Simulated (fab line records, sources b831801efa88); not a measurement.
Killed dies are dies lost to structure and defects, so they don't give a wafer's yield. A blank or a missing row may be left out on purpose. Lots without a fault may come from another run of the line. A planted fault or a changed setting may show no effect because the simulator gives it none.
A struck lot beside a sound one | flow gf180mcu | 15 steps out of a route of 602
Sound: wafers L982.2, L982.3, L982.5. Struck: wafers L986.1, L986.2, L986.3. The cause comes at the end.
At each step with rows: each side's tool, then ch and its chambers, then its first start. Under that, the readings that differ: sound wafers | struck wafers | difference of the means | sigmas: that difference in standard deviations of wafers without a fault.
alike: readings whose means differ by less than 2 such deviations, and words and numbers that are the same on both sides. not compared: withheld readings, readings that some wafer has no value for, bounds like >300 that may hide the same value, and numbers for which the record gives no deviation and whose values overlap.
The two part at a step that has a row with sigmas, a row that says differs or no value, or rows on one side only. Numbers that don't overlap but have no deviation are shown without sigmas and don't part them. A reading that every wafer of one side lacks parts them only if that side has two wafers or more.

GF_M4_SPUTTER_04: material TiN, target thk 50 nm, time 41.7 s.
  sound on pvd_sputter-04, day 23 07:02; struck on pvd_sputter-04, day 24 14:37
  alike: throttle_valve_pct
GF_M4_RS_MEAS_05: measures by four-point-probe.
  sound on film_metro-01, day 23 07:06; struck on film_metro-01, day 24 14:40
  alike: M4_ALCU_RS
GF_M4_THK_MEAS_06: measures by xrf.
  sound on film_metro-01, day 23 07:13; struck on film_metro-01, day 24 14:47
  alike: M4_ALCU_THK
then, 7 steps without rows for these wafers: GF_M4_DEHYDRATE_07 (time 60 s); GF_M4_HMDS_08 (prime time 60 s); GF_M4_COAT_09 (resist thk 1000 nm); GF_M4_SOFTBAKE_10 (time 60 s); GF_M4_EXPOSE_11 (exposes mask Metal4, target cd 280 nm); GF_M4_PEB_12 (peb time 90 s); GF_M4_DEVELOP_13 (develop time 60 s).
GF_M4_CD_MEAS_14: target cd 280 nm.
  sound on cd_sem-02, day 24 05:02; struck on cd_sem-02, day 25 12:23
  alike: cd_nm
GF_M4_OVL_MEAS_15:
  sound on overlay-02, day 24 05:08; struck on overlay-01, day 25 12:30
  alike: M4_OVL
GF_M4_METAL_ETCH_16: etches the open film in Cl2/BCl3, stops on SiO2, target depth 750.8 nm, time 125.1 s.
  sound on rie_metal-02 ch 0,1, day 24 05:10; struck on rie_metal-03 ch 1, day 25 12:32
  reading                             | sound                | struck               | difference | sigmas
  oes_product_au (a.u.)               | 0.983 0.992 0.986    | 0.916 0.919 0.920    | -0.069     | -11
  throttle_valve_pct (%)              | 28.237 28.246 28.219 | 28.319 28.296 28.314 | +0.076     | +8
  model.KrF_of_M4_COAT_09.thk_nm (nm) | 690.1 685.1 693      | 725.5 725.2 725.1    | +35.9      |
  alike: bcl3_flow_sccm, drypump_motor_current_A, mfc_cl2_sccm
  not compared: rf_hours_counter_h
GF_M4_STRIP_17: strips in O2/N2.
  sound on plasma_asher-04 ch 0,1, day 24 05:18; struck on plasma_asher-03 ch 0,1, day 25 12:48
  reading                      | sound             | struck            | difference | sigmas
  oes_product_au (a.u.)        | 0.541 0.543 0.543 | 0.551 0.556 0.563 | +0.014     | +3
  strip_time_to_endpoint_s (s) | 7.44 7.39 7.48    | 7.78 7.77 7.77    | +0.34      | +5
  alike: drypump_motor_current_A, heater_power_w
  not compared: rf_hours_counter_h
then, 1 step without rows for these wafers: GF_M4_STRIP_18 (strips in post etch residue remover, time 1200 s).

WHERE THEY PART
First at GF_M4_METAL_ETCH_16; last, within this record, at GF_M4_STRIP_17.

WHY: what the simulator had put in
Process parameter drift: rie_metal-03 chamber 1, from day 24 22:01 on, at GF_M4_METAL_ETCH_16. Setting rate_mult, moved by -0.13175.
